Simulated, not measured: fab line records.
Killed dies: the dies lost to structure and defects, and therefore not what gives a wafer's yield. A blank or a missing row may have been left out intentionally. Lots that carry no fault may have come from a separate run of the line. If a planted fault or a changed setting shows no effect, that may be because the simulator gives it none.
Struck lot and sound lot, side by side | flow sfq-line | 14 steps out of a route of 325
Sound: these wafers, L350.1, L350.5, L350.6. Wafers L357.1, L357.2, L357.5 were the ones struck. The cause is named last.
Order at every step that has rows: each side's tool, ch and its chambers, its first start. Under that, the readings that differ: sound wafers | struck wafers | difference of the means | sigmas: that difference in standard deviations of wafers without a fault.
alike: readings whose means differ by less than 2 such deviations, and words and numbers that are the same on both sides. not compared: withheld readings, readings that some wafer has no value for, bounds like >300 that may hide the same value, and numbers for which the record gives no deviation and whose values overlap.
A row with sigmas, a row that says differs or no value, or rows on one side alone: a step with any of these is where the two part. Numbers that have no deviation but don't overlap get no sigmas and don't part them. A reading that every wafer of one side lacks parts them only if that side has two wafers or more.

first, 1 step without rows for these wafers: SFQ_TRILAYER_JJ_ANODIZE_ANODIZE_119.
SFQ_TRILAYER_JJ_CE_STRIP_STRIP_120: strips in O2.
  sound on rie-metal-02 ch 0,1, day 57 00:04; struck on rie-metal-02 ch 0,1, day 59 03:40
  alike: drypump-motor-current-A, oes-product-au, platen-temp-c
  not compared: rf-hours-counter-h
then, 7 steps without rows for these wafers: SFQ_TRILAYER_JJ_CE_STRIP_SOLV_CLEAN_121 (cleans in NMP, time 600 s); SFQ_TRILAYER_M5_LITHO_COAT_128 (resist thk 62 nm); SFQ_TRILAYER_M5_LITHO_COAT_123 (resist thk 600 nm); SFQ_TRILAYER_M5_LITHO_SOFTBAKE_127; SFQ_TRILAYER_M5_LITHO_EXPOSE_124 (exposes mask M5, target cd 700 nm); SFQ_TRILAYER_M5_LITHO_PEB_126 (peb time 60 s); SFQ_TRILAYER_M5_LITHO_DEVELOP_125 (time 60 s).
SFQ_M5_OVL_MEAS_932:
  struck on overlay-01, day 59 06:52; sound on overlay-01, day 57 03:16
  alike: M5_OVL
SFQ_TRILAYER_M5_BARC_OPEN_METAL_ETCH_161: etches BARC in O2, target depth 125 nm, time 41.7 s.
  sound on rie-metal-02 ch 0,1, day 57 03:19; struck on rie-metal-02 ch 0,1, day 59 06:55
  alike: drypump-motor-current-A, oes-product-au
  not compared: rf-hours-counter-h
SFQ_TRILAYER_M5_ETCH_METAL_ETCH_126: etches Nb in Cl2/BCl3, stops on SiO2, time 203.2 s, target depth 265 nm.
  sound on rie-metal-02 ch 0,1, day 57 03:22; struck on rie-metal-02 ch 0,1, day 59 06:58
  alike: drypump-motor-current-A, oes-product-au
  not compared: rf-hours-counter-h
SFQ_TRILAYER_M5_STRIP_STRIP_127: strips in O2.
  sound on rie-metal-02 ch 0,1, day 57 03:34; struck on rie-metal-02 ch 0,1, day 59 07:10
  reading           | sound             | struck            | difference | sigmas
  platen-temp-c (C) | 40.19 40.08 40.10 | 39.49 39.41 39.49 | -0.66      | -6
  alike: drypump-motor-current-A, oes-product-au
  not compared: rf-hours-counter-h
then, 1 step without rows for these wafers: SFQ_TRILAYER_M5_STRIP_SOLV_CLEAN_128 (cleans in NMP, time 600 s).

## WHERE THEY PART
Only at SFQ_TRILAYER_M5_STRIP_STRIP_127, within this record.

WHY: whatever the simulator had introduced
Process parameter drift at SFQ_TRILAYER_M5_STRIP_STRIP_127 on rie-metal-02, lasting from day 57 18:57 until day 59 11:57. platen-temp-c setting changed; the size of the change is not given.
